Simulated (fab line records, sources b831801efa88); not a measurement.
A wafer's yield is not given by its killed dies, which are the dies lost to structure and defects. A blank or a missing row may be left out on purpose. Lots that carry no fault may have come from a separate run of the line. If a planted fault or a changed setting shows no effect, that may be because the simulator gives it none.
2 desks looking at one fault | flow sky130 | what lay behind the numbers comes last; until then each desk has only its own

DESK OF THE TOOL OWNER: litho track-01
The tool's own readings at SKY_METAL3_DEVELOP_12 (develop time 60 s): means of the sampled wafers that have a number, for each lot that ran on this tool. If a lot's mean is further than 4 standard deviations from the usual mean, the lot is out of limits and carries the mark OUT (the distance appears in the brackets).
Columns: A = chill plate temp C at SKY_METAL3_DEVELOP_12, usual 23.00 C
lot  | first seen here | A
L394 | day 42 04:00    | 22.96
L395 | day 42 07:00    | 23.04
L398 | day 43 12:00    | 23.03
L401 | day 44 01:00    | 22.94
L402 | day 44 08:00    | 23.03
L403 | day 44 19:00    | 22.95
This desk found nothing out of limits on any of the 6 lots.

AT THE METROLOGY DESK
Lot by lot, what the gauges showed, no matter which tool ran the lot: averages of those sampled wafers that carry a number. If a lot's mean is further than 4 standard deviations from the usual mean, the lot is out of limits and carries the mark OUT (the distance appears in the brackets).
Columns: A = cd nm at SKY_VIA1_CD_MEAS_12, usual 151.0 nm
lot  | first seen here | A
L382 | day 33 22:49    | 151.2
L389 | day 36 09:44    | 152.7
L390 | day 36 13:16    | 152.3
L394 | day 37 20:07    | 150.2
L395 | day 38 00:29    | 149.9
L397 | day 38 19:23    | 151.4
L398 | day 39 05:14    | 153.9
L399 | day 39 08:38    | 153.7
L400 | day 39 09:43    | 151.4
L401 | day 39 21:05    | 150.1
L402 | day 40 03:41    | 150.8
L403 | day 40 15:59    | 151.5
L404 | day 40 18:44    | 150.5
L405 | day 41 10:04    | 153.3
This desk found nothing out of limits on any of the 14 lots.

PUT TOGETHER
Nothing out of limits was seen by the tool owner's desk.
From the metrology desk's view, nothing was out of limits.

WHAT WAS PUT IN BY THE SIMULATOR
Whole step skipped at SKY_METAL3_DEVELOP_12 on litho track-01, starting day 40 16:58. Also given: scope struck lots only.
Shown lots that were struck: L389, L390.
